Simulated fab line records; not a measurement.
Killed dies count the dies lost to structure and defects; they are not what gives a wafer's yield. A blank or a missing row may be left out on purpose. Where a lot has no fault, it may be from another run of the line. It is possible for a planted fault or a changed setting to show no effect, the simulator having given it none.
Chamber matching ; flow gf180mcu ; GF_CONTACT_CVD_02 on pecvd-04: 3 sister chambers
The step deposits SiO2 from TEOS, target thk 860 nm, time 95.992 s. 6 wafers are shown with their chamber, then 8 later ones without.

== WAFERS PAIRED WITH THEIR CHAMBERS ==
wafer;chamber;heater power w (W)
L076.2;2;726
L083.2;2;752
L083.4;1;713
L086.2;1;649
L086.4;0;796
L087.2;0;778

== WAFERS WITHOUT THEIR CHAMBER ==
wafer;heater power w (W)
L087.3;735
L087.6;623
L089.1;712
L089.2;705
L089.6;796
L092.3;718
L092.5;792
L092.6;621

== CHAMBER TAKEN BY EACH ==
wafer;from the rows above;in truth
L087.3;can't be placed: 2 or 0 or 1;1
L087.6;can't be placed: 1 or 2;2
L089.1;can't be placed: 2 or 1 or 0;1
L089.2;can't be placed: 1 or 2 or 0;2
L089.6;can't be placed: 0 or 2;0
L092.3;can't be placed: 2 or 1 or 0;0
L092.5;can't be placed: 0 or 2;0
L092.6;can't be placed: 1 or 2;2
0 of 8 placed correctly. From these rows, 8 cannot be placed; in 8 the true chamber is one of the candidates. 0 placed wrongly.
How it was worked out, from the rows above alone: a wafer's distance from a chamber is the root of the sum, over the readings, of the square of ((its reading less the chamber's mean) divided by the reading's scatter). The wafer belongs to the nearest chamber; if the next one is less than 2 further off, it can't be placed. A chamber's mean is the mean of its shown wafers. The scatter is the square root of a quotient: the sum, over the shown wafers, of each reading's squared deviation from its chamber's mean, divided by wafers minus chambers.
